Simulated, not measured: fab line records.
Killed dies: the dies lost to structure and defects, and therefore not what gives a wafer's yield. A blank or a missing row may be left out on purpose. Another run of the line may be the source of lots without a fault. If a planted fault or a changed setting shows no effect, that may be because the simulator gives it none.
fab line records	flow sky130
record lots=12	wafers=36	last_day=50
route steps=708 shown VIA3@589 CAP2M@618 METAL4@633 VIA4@650 PAD_OPEN@708
lots that met no fault: from a run of the same line without faults
start_h: the number of hours between the record's first day and the start of the first shown wafer of the lot	wait_h: hours since the lot's step before	" unchanged from the row above	L1.1+2: a single row standing in for several wafers	- no value, or no start given	* or withheld: withheld	< > ~ a bound
route shown NAME@n: names a module that has steps shown in the file, with the first one's number in the route	usual: mean/standard deviation taken from wafers without a fault	same: alike in all rows	chamber/n: place in a boat	sites: each site's reading	_std_site: their standard deviation	_edge_site: outer sites' mean less inner sites'	radius_mm: for every site, how far away it sits from the centre of the wafer	mask NAME#n: copy n	behind: tool/chamber where the wafer was last shaped	hold: cause of the lot's hold/its duration in hours/its outcome	device: the transistor (n, p or np) that didn't switch	end of line: at the end of the route, the tests of the same wafers	where a step has no rows: the recipe by itself	killed: the dies lost at the first sort to structure and to defects; this is not the yield of the wafer	map: a wafer's dies, marking killed ones x, the rest . and places with no die _
set.NAME: setting as actually run; set.NAME@STEP: the setting as run at that earlier step	model.NAME: the simulator's own value behind a step, which no gauge read
a sample of lots followed through the steps of the route, with each step as a table and each wafer as a row
services: from which hour (start_h, from the record's first day; less than 0 if before it) a tool's chamber was out of use, for how many hours, and why
## steps
# step SKY_VIA3_STRIP_16
# recipe chemistry=O2/N2	power_w=1400	pressure_mtorr=1479	platen_temp_c=withheld	o2_flow_sccm=3000	n2_flow_sccm=300	overash_fraction=0.5
# usual chamber_pressure_mTorr=1479.1/1.3	drypump_motor_current_A=6.0/0.54	oes_product_au=0.403/0.0048	strip_time_to_endpoint_s=4.16/0.04
lot.wafer	tool	chamber	start_h	wait_h	chamber_pressure_mTorr	drypump_motor_current_A	oes_product_au	rf_hours_counter_h	strip_time_to_endpoint_s
L878.1	plasma_asher-04	1	930.96	0.0	1479.4	6.2	0.409	104	4.14
L878.2	"	0	"	"	1478.1	6.4	0.407	104	4.14
L878.5	"	0	"	"	1477.6	6.3	0.400	-	4.12
L879.1	plasma_asher-01	0	944.42	0.0	1480.8	6.5	0.401	86	4.12
L879.4	"	1	"	"	1479.7	5.1	0.402	-	4.18
L879.5	"	1	"	"	1479.5	5.0	0.396	-	4.11
L881.2	plasma_asher-01	0	954.72	0.0	1477.1	6.5	0.394	87	4.17
L881.4	"	0	"	"	1478.0	6.5	0.404	-	4.22
L881.5	"	1	"	"	1480.0	5.1	0.398	-	4.22
L883.3	plasma_asher-01	0	971.19	0.1	1478.0	6.6	0.405	-	4.12
L883.4	"	1	"	"	1479.9	5.0	0.409	-	4.15
L883.6	"	0	"	"	1477.3	6.6	0.401	-	4.14
L882.2	plasma_asher-01	1	974.20	0.0	1479.0	5.1	0.403	89	4.19
L882.4	"	1	"	"	1480.0	5.0	0.404	-	4.19
L882.6	"	0	"	"	1478.3	6.5	0.394	-	4.20
L884.3	plasma_asher-04	1	993.90	0.1	1479.3	6.2	0.402	-	4.19
L884.4	"	0	"	"	1481.1	6.4	0.407	-	4.22
L884.5	"	0	"	"	1479.0	6.3	0.408	-	4.22
L885.3	plasma_asher-03	0	995.11	0.1	1478.3	5.5	0.412	-	4.16
L885.4	"	1	"	"	1478.0	5.8	0.395	-	4.13
L885.6	"	1	"	"	1480.7	5.8	0.405	-	4.16
L886.1	plasma_asher-04	0	995.95	0.0	1477.8	6.3	0.399	110	4.18
L886.4	"	0	"	"	1478.2	6.4	0.407	-	4.16
L886.5	"	1	"	"	1479.1	6.2	0.398	-	4.19
L895.1	plasma_asher-04	0	1054.55	0.0	1479.5	6.4	0.406	116	4.14
L895.4	"	1	"	"	1476.3	6.2	0.411	-	4.19
L895.6	"	0	"	"	1479.0	6.4	0.406	-	4.15
L896.1	plasma_asher-01	1	1060.47	0.0	1478.7	5.1	0.405	98	4.16
L896.3	"	0	"	"	1481.7	6.5	0.404	-	4.16
L896.6	"	1	"	"	1479.8	5.1	0.404	-	4.13
L899.3	plasma_asher-01	1	1071.21	0.1	1478.1	5.0	0.404	-	4.16
L899.4	"	0	"	"	1478.3	6.5	0.406	-	4.20
L899.6	"	0	"	"	1479.5	6.5	0.405	-	4.13
L900.2	plasma_asher-03	0	1080.55	0.0	1478.4	5.4	0.404	59	4.20
L900.3	"	0	"	"	1478.0	5.5	0.403	-	4.12
L900.5	"	1	"	"	1479.0	5.8	0.388	-	4.14
# step SKY_CAP2M_STRIP_15
# recipe chemistry=post_etch_residue_remover	time_s=1200	temp_c=72.5
# same time_s=1200
lot.wafer	tool	chamber	start_h	wait_h
L878.1+2+5	wet_bench-01	0	957.74	0.1
L879.1+4+5	wet_bench-02	2	970.24	0.1
L881.2+4+5	wet_bench-02	1	979.64	0.1
L883.3+4+6	wet_bench-02	0	996.29	0.0
L882.2+4+6	wet_bench-04	3	999.62	0.1
L884.3+4+5	wet_bench-02	0	1017.56	0.0
L885.3+4+6	wet_bench-02	2	1019.26	0.0
L886.1+4+5	wet_bench-02	0	1020.74	0.1
L895.1+4+6	wet_bench-04	1	1077.40	0.1
L896.1+3+6	wet_bench-04	3	1082.79	0.1
L899.3+4+6	wet_bench-01	2	1093.14	0.0
L900.2+3+5	wet_bench-02	3	1103.02	0.1
# step SKY_METAL4_ETCH_17
# recipe target=SiO2	stop_on=TiN	chemistry=C4F8/O2/Ar	source_w=1500	bias_w=1180	pressure_mtorr=40	c4f8_flow_sccm=withheld	O2_flow_sccm=6	Ar_flow_sccm=300	time_s=3.9	target_depth_a=150
# usual chamber_pressure_mTorr=40.00/0.042	oes_product_au=0.747/0.0075
# same time_s=3.9
lot.wafer	tool	chamber	start_h	wait_h	chamber_pressure_mTorr	oes_product_au	rf_hours_counter_h
L878.1	rie_diel-04	3	981.93	0.2	40.09	0.747	6
L878.2	"	2	"	"	40.06	0.754	11
L878.5	"	0	"	"	39.96	0.746	-
L879.1	rie_diel-02	2	994.75	0.1	39.97	0.745	8
L879.4	"	3	"	"	39.97	0.754	5
L879.5	"	1	"	"	40.03	0.756	-
L881.2	rie_diel-01	1	1004.23	0.1	39.99	0.738	0
L881.4	"	2	"	"	39.97	0.751	5
L881.5	"	2	"	"	40.08	0.756	-
L883.3	rie_diel-02	3	1020.33	0.0	39.96	0.739	6
L883.4	"	0	"	"	40.01	0.748	5
L883.6	"	1	"	"	39.94	0.735	-
L882.2	rie_diel-04	1	1023.35	0.1	39.99	0.733	13
L882.4	"	2	"	"	39.97	0.744	12
L882.6	"	0	"	"	40.04	0.740	-
L884.3	rie_diel-02	0	1040.78	0.0	39.95	0.751	5
L884.4	"	3	"	"	40.02	0.759	7
L884.5	"	0	"	"	39.98	0.753	-
L885.3	rie_diel-02	2	1042.88	0.0	40.00	0.736	9
L885.4	"	0	"	"	39.93	0.748	5
L885.6	"	2	"	"	39.97	0.740	-
L886.1	rie_diel-04	2	1044.45	0.1	39.94	0.741	12
L886.4	"	0	"	"	39.99	0.745	19
L886.5	"	1	"	"	39.97	0.748	-
L895.1	rie_diel-01	1	1098.13	0.1	40.06	0.743	3
L895.4	"	2	"	"	40.06	0.752	7
L895.6	"	1	"	"	40.04	0.755	-
L896.1	rie_diel-01	1	1103.51	0.1	39.99	0.740	3
L896.3	"	2	"	"	40.01	0.742	8
L896.6	"	3	"	"	39.92	0.747	-
L899.3	rie_diel-02	3	1113.81	0.0	39.99	0.736	9
L899.4	"	0	"	"	39.97	0.749	-
L899.6	"	1	"	"	39.99	0.747	-
L900.2	rie_diel-02	0	1124.25	0.1	40.05	0.742	8
L900.3	"	2	"	"	39.97	0.738	12
L900.5	"	3	"	"	40.05	0.757	-
# step SKY_VIA4_OVL_MEAS_11
# usual VIA4_OVL=-0.4/1.4
lot.wafer	tool	chamber	start_h	wait_h	VIA4_OVL[nm]
L878.1	overlay-02	-	1005.45	0.1	-1.5
L878.2	"	-	"	"	-1.8
L878.5	"	-	"	"	-2.9
L879.1	overlay-02	-	1018.57	0.1	1.6
L879.4	"	-	"	"	0.5
L879.5	"	-	"	"	0.4
L881.2	overlay-02	-	1027.53	0.1	-0.9
L881.4	"	-	"	"	-0.2
L881.5	"	-	"	"	-2.1
L883.3	overlay-02	-	1043.83	0.1	-0.9
L883.4	"	-	"	"	-1.7
L883.6	"	-	"	"	-1.9
L882.2	overlay-01	-	1047.23	0.1	0.0
L882.4	"	-	"	"	0.5
L882.6	"	-	"	"	0.7
L884.3	overlay-01	-	1064.07	0.1	0.2
L884.4	"	-	"	"	0.2
L884.5	"	-	"	"	0.7
L885.3	overlay-01	-	1065.79	0.1	1.6
L885.4	"	-	"	"	0.4
L885.6	"	-	"	"	-0.8
L886.1	overlay-02	-	1067.01	0.1	0.1
L886.4	"	-	"	"	1.0
L886.5	"	-	"	"	3.0
L895.1	overlay-01	-	1118.92	0.1	1.9
L895.4	"	-	"	"	0.8
L895.6	"	-	"	"	1.5
L896.1	overlay-02	-	1124.93	0.1	-0.2
L896.3	"	-	"	"	0.1
L896.6	"	-	"	"	-2.6
L899.3	overlay-02	-	1134.83	0.1	-0.8
L899.4	"	-	"	"	-0.4
L899.6	"	-	"	"	-1.3
L900.2	overlay-02	-	1144.46	0.1	1.1
L900.3	"	-	"	"	1.8
L900.5	"	-	"	"	1.0
# step SKY_PAD_OPEN_PROBE_99
# usual defect_limited_yield=82.4/2	killed_at_M0_to_M3=43/6.6	killed_at_M4_up=3.0/1.7	killed_at_contacts=24/5.4	killed_at_front_end=16/4.6	killed_at_other=0.3/0.53	killed_dies=87/9.7	killed_open=47/7.3	killed_short=39/6.5	sort_bin_3_pad_short=0.9/0.41	sort_bin_5_function=10.4/1.4	sort_bin_6_memory=6.3/1.2	sort_n_pass=405/9.7	sort_yield_pct=82.4/2
# same gross_dies=492	killed_at_back_side=0	sort_bin_4_leakage[%]=0	sort_bin_8_speed[%]=0
lot.wafer	tool	chamber	start_h	wait_h	hold	defect_limited_yield[%]	killed_at_M0_to_M3	killed_at_M4_up	killed_at_contacts	killed_at_front_end	killed_at_other	killed_dies	killed_open	killed_short	sort_bin_3_pad_short[%]	sort_bin_5_function[%]	sort_bin_6_memory[%]	sort_n_pass	sort_yield_pct[%]
L878.1	prober-02	-	1077.71	0.1	-	83.5	37	1	28	14	1	81	45	36	1.0	8.7	6.7	411	83.5
L878.2	prober-02	-	1077.76	0.1	-	82.7	47	2	26	10	0	85	42	43	1.8	7.9	7.5	407	82.7
L878.5	prober-02	-	1077.91	0.2	-	83.9	35	1	33	10	0	79	41	38	0.6	9.3	6.1	413	83.9
L879.1	prober-01	-	1089.43	0.1	-	83.9	46	5	18	9	1	79	33	45	0.8	8.9	6.3	413	83.9
L879.4	prober-01	-	1089.58	0.2	-	84.1	31	2	25	19	1	78	34	44	0.6	9.6	5.7	414	84.1
L879.5	prober-01	-	1089.63	0.2	-	82.9	45	5	28	6	0	84	53	31	0.6	9.8	6.7	408	82.9
L881.2	prober-01	-	1097.03	0.1	-	81.3	46	3	27	16	0	92	54	35	0.6	11.6	6.5	400	81.3
L881.4	prober-01	-	1097.13	0.2	-	81.5	45	6	23	16	1	91	53	35	0.6	10.4	7.5	401	81.5
L881.5	prober-01	-	1097.18	0.2	-	83.9	34	3	23	19	0	79	44	33	0.4	11.8	3.9	413	83.9
L883.3	prober-01	-	1111.53	0.2	-	83.9	38	4	20	17	0	79	43	35	0.6	8.7	6.7	413	83.9
L883.4	prober-01	-	1111.58	0.2	-	80.1	46	4	34	14	0	98	56	42	1.2	11.0	7.7	394	80.1
L883.6	prober-01	-	1111.68	0.2	-	81.9	42	3	26	18	0	89	56	31	1.0	11.0	6.1	403	81.9
L882.2	prober-02	-	1114.25	0.1	-	82.9	44	2	28	10	0	84	45	39	0.6	11.0	5.5	408	82.9
L882.4	prober-02	-	1114.35	0.2	-	81.3	48	4	22	17	1	92	44	48	1.4	12.0	5.3	400	81.3
L882.6	prober-02	-	1114.45	0.2	-	84.6	37	6	27	6	0	76	33	43	1.4	10.2	3.9	416	84.6
L884.3	prober-01	-	1128.99	0.2	-	83.1	36	6	27	12	2	83	52	31	0.6	10.4	5.9	409	83.1
L884.4	prober-01	-	1129.04	0.2	-	81.3	47	3	19	22	1	92	53	39	0.2	12.4	6.1	400	81.3
L884.5	prober-01	-	1129.09	0.2	-	81.1	44	2	27	19	1	93	54	39	0.8	11.6	6.5	399	81.1
L885.3	prober-02	-	1131.51	0.2	await_dispo/1.9h/release	67.3	43	3	30	19	66	161	58	37	3.0	20.3	9.3	331	67.3
L885.4	prober-02	-	1131.56	0.2	await_dispo/1.9h/release	69.9	43	1	29	17	58	148	51	39	4.9	18.3	6.9	344	69.9
L885.6	prober-02	-	1131.66	0.2	await_dispo/1.9h/release	66.7	60	5	22	17	60	164	55	48	3.5	19.5	10.4	328	66.7
L886.1	prober-01	-	1132.68	0.1	await_dispo/2.0h/release	77.8	34	4	24	19	28	109	38	43	2.6	14.0	5.5	383	77.8
L886.4	prober-01	-	1132.83	0.2	await_dispo/2.0h/release	78.9	42	0	24	12	26	104	40	38	1.6	14.8	4.7	388	78.9
L886.5	prober-01	-	1132.88	0.2	await_dispo/2.0h/release	75.6	47	3	28	14	28	120	44	48	3.0	15.4	5.9	372	75.6
L895.1	prober-02	-	1177.78	0.1	-	80.9	42	6	31	15	0	94	55	39	0.8	9.3	8.9	398	80.9
L895.4	prober-02	-	1177.93	0.2	-	81.3	42	1	31	18	0	92	46	46	1.0	11.0	6.7	400	81.3
L895.6	prober-02	-	1178.03	0.2	-	79.5	43	4	36	18	0	101	48	53	1.4	13.4	5.7	391	79.5
L896.1	prober-01	-	1182.68	0.1	-	81.7	55	4	26	5	0	90	46	44	1.2	10.2	6.9	402	81.7
L896.3	prober-01	-	1182.78	0.2	-	83.1	33	4	23	23	0	83	41	42	1.6	8.9	6.3	409	83.1
L896.6	prober-01	-	1182.93	0.2	-	85.2	36	1	20	16	0	73	35	38	1.0	8.5	5.3	419	85.2
L899.3	prober-02	-	1191.23	0.2	-	84.3	37	1	23	16	0	77	41	36	0.8	8.7	6.1	415	84.3
L899.4	prober-02	-	1191.28	0.2	-	84.6	36	2	17	21	0	76	46	30	0.8	8.9	5.7	416	84.6
L899.6	prober-02	-	1191.38	0.2	-	84.3	46	2	18	11	0	77	42	35	0.8	9.3	5.5	415	84.3
L900.2	prober-01	-	1200.01	0.1	-	82.9	41	2	22	18	1	84	50	33	1.0	9.8	6.3	408	82.9
L900.3	prober-01	-	1200.06	0.2	-	83.1	36	7	26	13	1	83	44	38	1.0	10.0	5.9	409	83.1
L900.5	prober-01	-	1200.16	0.2	-	79.3	48	2	35	16	1	102	59	42	0.8	12.2	7.7	390	79.3
# killed by level:class
L878.1 VIA1:geometric_particle:open=12 CONTACT:geometric_particle:open=7 LOCAL_INTERCONNECT:geometric_particle:short=7 LI_CONTACT:geometric_particle:open=6 CONTACT:geometric_particle:short=5 METAL1:geometric_particle:short=5 VIA3:geometric_particle:open=5 FIELD_ISO:geometric_particle:open=4
L878.2 VIA1:geometric_particle:open=10 CONTACT:geometric_particle:open=9 VIA1:geometric_particle:short=8 METAL1:geometric_particle:short=7 LI_CONTACT:geometric_particle:open=6 VIA3:geometric_particle:open=6 VIA2:geometric_particle:open=5 POLY_GATE:geometric_particle:short=4
L878.5 CONTACT:geometric_particle:open=15 CONTACT:geometric_particle:short=8 VIA1:geometric_particle:open=7 VIA1:geometric_particle:short=6 FIELD_ISO:geometric_particle:open=5 METAL2:geometric_particle:short=4 LI_CONTACT:geometric_particle:open=4 METAL1:geometric_particle:short=4
L879.1 METAL1:geometric_particle:short=9 VIA2:geometric_particle:open=6 METAL3:geometric_particle:short=6 VIA3:geometric_particle:open=6 CONTACT:geometric_particle:open=5 VIA1:geometric_particle:short=5 FIELD_ISO:geometric_particle:open=4 CONTACT:geometric_particle:short=4
L879.4 CONTACT:geometric_particle:short=8 VIA1:geometric_particle:open=7 FIELD_ISO:geometric_particle:open=6 FIELD_ISO:geometric_particle:short=6 LOCAL_INTERCONNECT:geometric_particle:short=6 CONTACT:geometric_particle:open=6 METAL1:geometric_particle:short=5 VIA1:geometric_particle:short=4
L879.5 CONTACT:geometric_particle:open=13 VIA3:geometric_particle:open=13 VIA1:geometric_particle:open=8 LI_CONTACT:geometric_particle:open=7 METAL2:geometric_particle:short=7 METAL1:geometric_particle:short=4 VIA2:geometric_particle:open=4 FIELD_ISO:geometric_particle:open=3
L881.2 CONTACT:geometric_particle:open=10 VIA2:geometric_particle:open=10 LI_CONTACT:geometric_particle:open=7 CONTACT:geometric_particle:short=7 VIA1:geometric_particle:open=7 VIA3:geometric_particle:open=6 METAL2:geometric_particle:short=5 FIELD_ISO:geometric_particle:open=4
L881.4 CONTACT:geometric_particle:open=11 VIA2:geometric_particle:open=10 VIA1:geometric_particle:open=10 LOCAL_INTERCONNECT:geometric_particle:short=6 METAL1:geometric_particle:short=6 FIELD_ISO:geometric_particle:short=5 LI_CONTACT:geometric_particle:open=5 VIA3:geometric_particle:open=5
L881.5 VIA1:geometric_particle:open=8 CONTACT:geometric_particle:open=8 VIA2:geometric_particle:open=7 FIELD_ISO:geometric_particle:short=5 POLY_GATE:geometric_particle:open=4 LI_CONTACT:geometric_particle:open=4 CONTACT:geometric_particle:short=4 FIELD_ISO:geometric_particle:open=3
L883.3 VIA1:geometric_particle:open=10 VIA2:geometric_particle:open=8 LI_CONTACT:geometric_particle:open=7 CONTACT:geometric_particle:open=7 POLY_GATE:geometric_particle:short=5 METAL2:geometric_particle:short=5 FIELD_ISO:geometric_particle:short=4 VIA3:geometric_particle:short=4
L883.4 VIA1:geometric_particle:open=14 CONTACT:geometric_particle:open=12 LI_CONTACT:geometric_particle:open=9 CONTACT:geometric_particle:short=7 VIA3:geometric_particle:open=6 METAL2:geometric_particle:short=6 FIELD_ISO:geometric_particle:short=5 POLY_GATE:geometric_particle:open=4
L883.6 LI_CONTACT:geometric_particle:open=10 CONTACT:geometric_particle:open=9 VIA1:geometric_particle:open=9 POLY_GATE:geometric_particle:open=8 VIA3:geometric_particle:open=8 VIA2:geometric_particle:open=5 VIA1:geometric_particle:short=5 FIELD_ISO:geometric_particle:short=4
L882.2 VIA1:geometric_particle:open=13 CONTACT:geometric_particle:open=9 LI_CONTACT:geometric_particle:open=7 METAL1:geometric_particle:short=7 METAL2:geometric_particle:short=5 FIELD_ISO:geometric_particle:open=4 LOCAL_INTERCONNECT:geometric_particle:short=4 CONTACT:geometric_particle:short=4
L882.4 VIA1:geometric_particle:open=10 VIA2:geometric_particle:open=7 METAL2:geometric_particle:short=7 POLY_GATE:geometric_particle:short=6 LI_CONTACT:geometric_particle:open=6 VIA3:geometric_particle:open=6 LOCAL_INTERCONNECT:geometric_particle:short=5 CONTACT:geometric_particle:open=5
L882.6 CONTACT:geometric_particle:open=10 METAL2:geometric_particle:short=8 VIA3:geometric_particle:open=7 LOCAL_INTERCONNECT:geometric_particle:short=6 METAL4:geometric_particle:short=5 LI_CONTACT:geometric_particle:open=4 VIA1:geometric_particle:open=4 VIA2:geometric_particle:short=4
L884.3 VIA1:geometric_particle:open=14 LI_CONTACT:geometric_particle:open=7 LI_CONTACT:geometric_particle:short=5 CONTACT:geometric_particle:open=5 VIA2:geometric_particle:open=5 POLY_GATE:geometric_particle:open=4 LOCAL_INTERCONNECT:geometric_particle:open=4 METAL1:geometric_particle:short=4
L884.4 VIA2:geometric_particle:open=10 VIA3:geometric_particle:open=9 VIA1:geometric_particle:open=8 FIELD_ISO:geometric_particle:open=7 LI_CONTACT:geometric_particle:open=7 CONTACT:geometric_particle:open=7 METAL2:geometric_particle:short=6 POLY_GATE:geometric_particle:short=5
L884.5 CONTACT:geometric_particle:open=10 VIA1:geometric_particle:open=9 LI_CONTACT:geometric_particle:open=8 VIA2:geometric_particle:open=8 FIELD_ISO:geometric_particle:open=7 METAL1:geometric_particle:short=7 METAL2:geometric_particle:short=6 CONTACT:geometric_particle:short=5
L885.3 CAP2M:unspecified=66 VIA1:geometric_particle:open=17 CONTACT:geometric_particle:open=16 FIELD_ISO:geometric_particle:short=8 METAL3:geometric_particle:short=5 FIELD_ISO:geometric_particle:open=4 LI_CONTACT:geometric_particle:open=4 LOCAL_INTERCONNECT:geometric_particle:short=4
L885.4 CAP2M:unspecified=58 VIA1:geometric_particle:open=13 CONTACT:geometric_particle:open=10 VIA3:geometric_particle:open=8 LI_CONTACT:geometric_particle:open=6 LI_CONTACT:geometric_particle:short=5 FIELD_ISO:geometric_particle:short=4 FIELD_ISO:geometric_particle:open=4
L885.6 CAP2M:unspecified=60 VIA2:geometric_particle:open=11 VIA1:geometric_particle:open=11 VIA1:geometric_particle:short=9 METAL1:geometric_particle:short=8 CONTACT:geometric_particle:open=6 LI_CONTACT:geometric_particle:open=5 METAL2:geometric_particle:short=5
L886.1 CAP2M:unspecified=28 CONTACT:geometric_particle:open=11 FIELD_ISO:geometric_particle:open=7 FIELD_ISO:geometric_particle:short=6 CONTACT:geometric_particle:short=6 METAL3:geometric_particle:short=6 VIA3:geometric_particle:open=5 VIA1:geometric_particle:short=5
L886.4 CAP2M:unspecified=26 CONTACT:geometric_particle:open=10 VIA1:geometric_particle:open=8 LOCAL_INTERCONNECT:geometric_particle:short=7 VIA1:geometric_particle:short=6 METAL2:geometric_particle:short=6 FIELD_ISO:geometric_particle:open=5 VIA3:geometric_particle:open=5
L886.5 CAP2M:unspecified=28 CONTACT:geometric_particle:open=10 LI_CONTACT:geometric_particle:open=7 METAL1:geometric_particle:short=7 VIA2:geometric_particle:open=7 VIA3:geometric_particle:open=6 METAL2:geometric_particle:short=6 LOCAL_INTERCONNECT:geometric_particle:short=5
L895.1 CONTACT:geometric_particle:open=11 VIA1:geometric_particle:open=11 CONTACT:geometric_particle:short=7 METAL1:geometric_particle:short=7 FIELD_ISO:geometric_particle:open=6 VIA2:geometric_particle:open=6 POLY_GATE:geometric_particle:open=6 LI_CONTACT:geometric_particle:open=6
L895.4 CONTACT:geometric_particle:open=13 VIA1:geometric_particle:open=7 VIA1:geometric_particle:short=7 VIA3:geometric_particle:open=6 POLY_GATE:geometric_particle:short=4 LI_CONTACT:geometric_particle:short=4 LI_CONTACT:geometric_particle:open=4 LOCAL_INTERCONNECT:geometric_particle:short=4
L895.6 CONTACT:geometric_particle:open=13 LI_CONTACT:geometric_particle:open=10 LOCAL_INTERCONNECT:geometric_particle:short=8 METAL1:geometric_particle:short=7 VIA1:geometric_particle:short=6 VIA3:geometric_particle:short=6 VIA1:geometric_particle:open=5 VIA2:geometric_particle:open=5
L896.1 CONTACT:geometric_particle:open=10 VIA1:geometric_particle:open=9 VIA2:geometric_particle:open=9 LI_CONTACT:geometric_particle:open=8 METAL1:geometric_particle:short=8 CONTACT:geometric_particle:short=5 VIA1:geometric_particle:short=5 VIA2:geometric_particle:short=5
L896.3 CONTACT:geometric_particle:open=10 CONTACT:geometric_particle:short=9 VIA1:geometric_particle:open=9 POLY_GATE:geometric_particle:short=7 METAL1:geometric_particle:short=6 SPACER:geometric_particle:short=4 FIELD_ISO:geometric_particle:short=4 VIA2:geometric_particle:open=4
L896.6 CONTACT:geometric_particle:open=10 POLY_GATE:geometric_particle:short=6 METAL2:geometric_particle:short=6 VIA3:geometric_particle:open=6 METAL1:geometric_particle:short=5 VIA1:geometric_particle:open=5 VIA3:geometric_particle:short=5 FIELD_ISO:geometric_particle:short=4
L899.3 CONTACT:geometric_particle:open=8 VIA2:geometric_particle:open=8 LI_CONTACT:geometric_particle:open=6 CONTACT:geometric_particle:short=6 POLY_GATE:geometric_particle:short=5 VIA1:geometric_particle:open=5 METAL1:geometric_particle:short=5 VIA3:geometric_particle:open=5
L899.4 POLY_GATE:geometric_particle:open=10 VIA1:geometric_particle:open=10 VIA2:geometric_particle:open=6 VIA3:geometric_particle:open=6 LOCAL_INTERCONNECT:geometric_particle:short=5 CONTACT:geometric_particle:open=5 FIELD_ISO:geometric_particle:short=4 FIELD_ISO:geometric_particle:open=3
L899.6 VIA1:geometric_particle:open=10 METAL1:geometric_particle:short=8 VIA3:geometric_particle:open=7 LI_CONTACT:geometric_particle:open=5 VIA2:geometric_particle:open=5 FIELD_ISO:geometric_particle:open=4 FIELD_ISO:geometric_particle:short=4 LI_CONTACT:geometric_particle:short=4
L900.2 VIA1:geometric_particle:open=13 CONTACT:geometric_particle:open=9 POLY_GATE:geometric_particle:open=6 VIA2:geometric_particle:open=6 CONTACT:geometric_particle:short=5 VIA3:geometric_particle:open=5 METAL2:geometric_particle:short=4 POLY_GATE:geometric_particle:short=4
L900.3 VIA1:geometric_particle:open=12 LI_CONTACT:geometric_particle:open=9 CONTACT:geometric_particle:open=8 FIELD_ISO:geometric_particle:short=6 METAL1:geometric_particle:short=5 METAL4:geometric_particle:short=5 CONTACT:geometric_particle:short=4 VIA3:geometric_particle:open=4
L900.5 CONTACT:geometric_particle:open=14 VIA1:geometric_particle:open=13 LI_CONTACT:geometric_particle:open=7 METAL2:geometric_particle:short=7 FIELD_ISO:geometric_particle:short=6 VIA3:geometric_particle:open=6 LI_CONTACT:geometric_particle:short=5 METAL1:geometric_particle:short=5
## services
tool	chamber	start_h	hours	kind
plasma_asher-03	-	918.24	10.0	pm
plasma_asher-03	-	928.24	20.6	pm
plasma_asher-03	-	940.36	5.2	repair
rie_diel-01	3	948.72	5.5	repair
rie_diel-01	-	969.51	2.8	pm
plasma_asher-04	-	970.43	4.3	repair
rie_diel-04	1	972.59	8.7	repair
rie_diel-01	1	985.59	-	clean
rie_diel-01	1	985.59	17.0	scheduled_down
plasma_asher-04	-	1009.51	4.9	repair
rie_diel-04	2	1016.73	5.7	repair
rie_diel-01	-	1044.88	0.6	repair
plasma_asher-04	-	1050.82	2.6	repair
plasma_asher-04	-	1055.25	9.0	pm
plasma_asher-04	0	1055.25	9.0	vent_cycle
plasma_asher-04	1	1055.25	9.0	vent_cycle
plasma_asher-04	0	1064.25	-	clean
plasma_asher-04	1	1064.25	-	clean
rie_diel-01	-	1074.41	15.6	pm
plasma_asher-01	-	1082.39	9.2	repair
rie_diel-04	-	1102.46	1.2	repair
plasma_asher-04	-	1102.90	0.6	repair
rie_diel-04	3	1103.02	2.6	repair
rie_diel-02	2	1110.04	11.4	repair
## key
first_sign step=SKY_PAD_OPEN_PROBE_99	reading=killed_at_other	direction=up	sigmas=44	usual=0.3	struck=44.3
effect step=SKY_PAD_OPEN_PROBE_99	reading=sort_bin_3_pad_short	direction=up	sigmas=5.4	usual=0.9	struck=3.1
met_at SKY_CAP2M_STRIP_15
struck_lots L885,L886
not_acting_at SKY_VIA3_STRIP_16,SKY_METAL4_ETCH_17,SKY_VIA4_OVL_MEAS_11
onset_between 1017.56 1019.26
fault kind=chamber_particle_source	tool=wet_bench-02	chamber=-	onset_h=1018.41	steps=SKY_CAP2M_STRIP_15	rate_per_visit_cm2=1.261	end_h=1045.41
